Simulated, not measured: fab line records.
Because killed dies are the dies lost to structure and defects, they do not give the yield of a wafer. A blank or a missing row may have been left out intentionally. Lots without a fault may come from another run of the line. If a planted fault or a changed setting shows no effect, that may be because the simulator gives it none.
Split-lot study -- flow sky130 -- 5 lots, 27 wafers read, on a route of 708 steps

## SPLIT DETAILS
At SKY_FIELD_ISO_ETCH_14 (etches BARC in N2/H2, stops on SiO2, time 45.9 s, target depth 60 nm), the setting timeS was moved away from the recipe's 45.9 s on 9 of the 27 wafers read, by -53.1% to -22.5%. All remaining wafers had this setting at the recipe value.

There is no step in the file separating the split from the reading.

## THE READING
oesProductAu, in a.u., at SKY_FIELD_ISO_ETCH_15 (etches the open film in CHF3/O2, stops on Si, target depth 180 nm, time 72 s). Fault-free wafers of this fab line usually give 0.938 a.u., standard deviation 0.0055 a.u.

wafer,"tool, chamber at the split","timeS as run, s",against the recipe,"oesProductAu, a.u.",against lot-mates on the recipe
L074.1,"rieDiel-02, 0",45.9,recipe,0.936,-
L074.2,"rieDiel-02, 3",45.9,recipe,0.932,-
L074.3,"rieDiel-02, 2",45.9,recipe,0.935,-
L074.4,"rieDiel-02, 1",45.9,recipe,0.940,-
L074.5,"rieDiel-02, 0",45.9,recipe,0.939,-
L074.6,"rieDiel-02, 1",45.9,recipe,0.936,-
L076.1,"rieDiel-04, 1",45.9,recipe,0.944,-
L076.2,"rieDiel-04, 3",45.9,recipe,0.937,-
L076.3,"rieDiel-04, 0",22.72,-50.5%,0.375,-0.566
L076.4,"rieDiel-04, 3",22.72,-50.5%,0.371,-0.570
L076.5,"rieDiel-04, 0",45.9,recipe,0.941,-
L076.6,"rieDiel-04, 1",22.72,-50.5%,0.376,-0.565
L079.1,"rieDiel-04, 0",45.9,recipe,0.931,-
L079.2,"rieDiel-04, 1",21.52,-53.1%,0.373,-0.561
L079.3,"rieDiel-04, 0",45.9,recipe,0.943,-
L079.4,"rieDiel-04, 1",45.9,recipe,0.928,-
L079.5,"rieDiel-04, 0",21.52,-53.1%,0.379,-0.555
L079.6,"rieDiel-04, 1",21.52,-53.1%,0.376,-0.558
L082.3,"rieDiel-02, 3",45.9,recipe,0.942,-
L082.5,"rieDiel-02, 2",45.9,recipe,0.940,-
L082.6,"rieDiel-02, 3",45.9,recipe,0.939,-
L085.1,"rieDiel-01, 1",35.55,-22.5%,0.808,-0.131
L085.2,"rieDiel-01, 3",45.9,recipe,0.938,-
L085.3,"rieDiel-01, 0",35.55,-22.5%,0.677,-0.262
L085.4,"rieDiel-01, 2",45.9,recipe,0.939,-
L085.5,"rieDiel-01, 1",35.55,-22.5%,0.778,-0.161
L085.6,"rieDiel-01, 0",45.9,recipe,0.941,-

FIT RESULTS
A straight line over all 27 wafers: oesProductAu changes by +0.0107 a.u. for each +1% of timeS; r = +0.99; the points scatter about the line by 0.029 a.u.
The same after taking each lot's own level away (the mean of its wafers on the recipe; 27 wafers): +0.0107 a.u. for each +1%; r = +0.99; scatter 0.029 a.u.
On that fit, the largest move of timeS shifts the reading by 0.57 a.u.
Measured against the standard deviation above, the lots' own levels, which go from 0.9340 to 0.9407 a.u., span 1.2 times it.
The two slopes agree, so the slope changes little with the lot-to-lot level.
Check: for one of the wafers moved furthest among these (-53.1%), held out of the fit, the line's prediction against its lot-mates is -0.565 a.u. It came out at -0.561 a.u. against them.
Tool readings at the split's step, against how far the setting was moved: oesProductAu r = -0.95.

## THE WHOLE CHAIN: every reading that the file lists as answering this split, in the file's order
step,what it does,reading,change (the file's fit),r (the file's)
SKY_FIELD_ISO_ETCH_14,"etches BARC in N2/H2, stops on SiO2, time 45.9 s, target depth 60 nm",oesProductAu,-0.00308 a.u. for each +1% of the setting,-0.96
SKY_FIELD_ISO_ETCH_14,"etches BARC in N2/H2, stops on SiO2, time 45.9 s, target depth 60 nm","KrF-thick_of_FIELD_ISO_COAT_08.thkNm (the simulator's own value, which no gauge read)",-0.442 nm for each +1% of the setting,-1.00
SKY_FIELD_ISO_ETCH_14,"etches BARC in N2/H2, stops on SiO2, time 45.9 s, target depth 60 nm","FIELD_ISO.cdNm (the simulator's own value, which no gauge read)",-0.0889 nm for each +1% of the setting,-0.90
SKY_FIELD_ISO_ETCH_15,"etches the open film in CHF3/O2, stops on Si, target depth 180 nm, time 72 s",oesProductAu,+0.0106 a.u. for each +1% of the setting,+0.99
SKY_FIELD_ISO_ETCH_15,"etches the open film in CHF3/O2, stops on Si, target depth 180 nm, time 72 s","KrF-thick_of_FIELD_ISO_COAT_08.thkNm (the simulator's own value, which no gauge read)",-0.446 nm for each +1% of the setting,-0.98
SKY_FIELD_ISO_ETCH_15,"etches the open film in CHF3/O2, stops on Si, target depth 180 nm, time 72 s","FIELD_ISO.cdNm (the simulator's own value, which no gauge read)",-0.0915 nm for each +1% of the setting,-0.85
SKY_FIELD_ISO_STRIP_16,strips in O2/N2,stripTimeToEndpointS,withheld for each +1% of the setting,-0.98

## FILE'S OWN FIT
oesProductAu changes by +0.0106 a.u. for each +1% of timeS, r = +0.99.
